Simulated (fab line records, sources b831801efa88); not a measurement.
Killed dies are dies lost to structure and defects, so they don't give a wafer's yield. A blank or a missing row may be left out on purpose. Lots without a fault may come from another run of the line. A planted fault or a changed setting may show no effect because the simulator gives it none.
Which tool did it? | flow gf180mcu | 14 lots, 42 wafers sampled, at 2 steps of a route of 602

WHAT THE GAUGES READ, wafer by wafer
GF_V5_BOW_MEAS_05.
lot  | measured     | on            | V5_BOW (um)
L762 | day 26 09:07 | film_metro-01 | 136 145 130
L763 | day 26 17:26 | film_metro-01 | 145 136 142
L764 | day 26 20:31 | film_metro-01 | 141 129 134
L766 | day 27 13:04 | film_metro-01 | 133 132 128
L767 | day 27 23:01 | film_metro-03 | 120 136 135
L770 | day 28 22:40 | film_metro-03 | 122 124 127
L777 | day 31 05:10 | film_metro-01 | 120 134 131
L778 | day 31 10:02 | film_metro-03 | 137 141 135
L782 | day 32 08:03 | film_metro-01 | 130 132 132
L783 | day 32 11:22 | film_metro-02 | 143 136 144
L784 | day 32 11:50 | film_metro-02 | 133 128 122
L785 | day 32 20:45 | film_metro-01 | 121 127 123

WHICH TOOL RAN EACH LOT (tool, then ch and the chambers of the sampled wafers, then the start)
lot  | GF_HV_LDD_DEVELOP_30
L762 | litho_track-02 ch 0, day 11 10:46
L763 | litho_track-01 ch 0, day 11 19:54
L764 | litho_track-02 ch 0, day 12 01:12
L766 | litho_track-02 ch 0, day 12 13:40
L767 | litho_track-01 ch 0, day 13 01:39
L770 | litho_track-01 ch 0, day 14 03:39
L774 | litho_track-01 ch 0, day 15 14:39
L775 | litho_track-01 ch 0, day 16 03:37
L777 | litho_track-02 ch 0, day 16 18:24
L778 | litho_track-02 ch 0, day 16 23:24
L782 | litho_track-02 ch 0, day 18 05:43
L783 | litho_track-02 ch 0, day 18 09:22
L784 | litho_track-02 ch 0, day 18 13:06
L785 | litho_track-01 ch 0, day 19 00:00
- GF_HV_LDD_DEVELOP_30: develop time 60 s.

WHAT THE TOOLS THEMSELVES READ (means of the sampled wafers that have a number; where no wafer has one, the mark that the record gives instead)
GF_HV_LDD_DEVELOP_30.
lot  | tool           | developer_temp_C (C)
L762 | litho_track-02 | 22.60
L763 | litho_track-01 | 22.39
L764 | litho_track-02 | 22.40
L766 | litho_track-02 | 22.54
L767 | litho_track-01 | 22.39
L770 | litho_track-01 | 22.51
L774 | litho_track-01 | 22.46
L775 | litho_track-01 | 22.56
L777 | litho_track-02 | 22.35
L778 | litho_track-02 | 22.46
L782 | litho_track-02 | 22.34
L783 | litho_track-02 | 22.42
L784 | litho_track-02 | 22.49
L785 | litho_track-01 | 22.55

THE ANSWER, worked out from the rows above alone
Rule: what is usual is taken from the lots themselves. Put in order of their means at a reading, lots are off if they are a third of the lots or fewer, leave a main group of 4 or more, and stand apart from it by a gap of 3 or more times the standard deviation of the main group's means; of several such gaps the widest counts. A main group whose means are all the same, to the digits that the tables above print for the reading, isn't used. A lot without any number at a reading at which 4 lots or more have one is off too. The other lots that the step has rows for count as sound. The gauges are gone through in route order, then the tools' own readings, and for those a lot's mean is taken as printed above. The first step at which some lot is off is used, and at that step the reading that is off furthest; a lot without a number counts as furthest.
No lot is off at any reading shown: from this, nothing can be told.

WHAT THE SIMULATOR HAD PUT IN
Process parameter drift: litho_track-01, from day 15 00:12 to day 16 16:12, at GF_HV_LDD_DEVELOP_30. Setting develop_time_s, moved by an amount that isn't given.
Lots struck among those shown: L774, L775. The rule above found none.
